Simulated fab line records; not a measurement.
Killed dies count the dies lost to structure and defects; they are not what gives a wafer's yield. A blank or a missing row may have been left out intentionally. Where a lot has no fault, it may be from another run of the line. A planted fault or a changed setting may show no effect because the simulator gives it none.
Matching of chambers ; flow gf180mcu ; GF_V1_CMP_04 on cmp-02 has 4 sister chambers
The step polishes SiO2. 4 wafers are shown with their chamber, then 6 later ones without.

== WAFERS PAIRED WITH THEIR CHAMBERS ==
wafer;chamber;motorCurrentA (A)
L534.6;3;14.0
L539.3;1;11.8
L540.2;0;13.8
L540.3;2;12.8

== WAFERS WITH NO CHAMBER GIVEN ==
wafer;motorCurrentA (A)
L540.5;15.2
L541.1;13.3
L541.4;11.1
L541.5;13.6
L544.2;13.2
L544.4;13.5

== CHAMBER TAKEN BY EACH ==
wafer;from the rows above;in truth
L540.5;can't be placed: 3 or 0 or 2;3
L541.1;can't be placed: 0 or 2 or 3 or 1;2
L541.4;can't be placed: 1 or 2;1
L541.5;can't be placed: 0 or 3 or 2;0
L544.2;can't be placed: 2 or 0 or 3 or 1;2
L544.4;can't be placed: 0 or 3 or 2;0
Placed correctly: 0 of 6. These rows do not allow placing 6 (true chamber among the candidates in 6). Number placed wrongly: 0.
How it was worked out, from the rows above alone: a wafer's distance from a chamber is the root of the sum, over the readings, of the square of ((its reading less the chamber's mean) divided by the reading's scatter). The wafer belongs to the nearest chamber; if the next one is less than 2 further off, it can't be placed. A chamber's mean is the mean of its shown wafers. The scatter: root of mean squared gap, hidden wafer to nearest shown wafer, with one shown wafer a chamber.
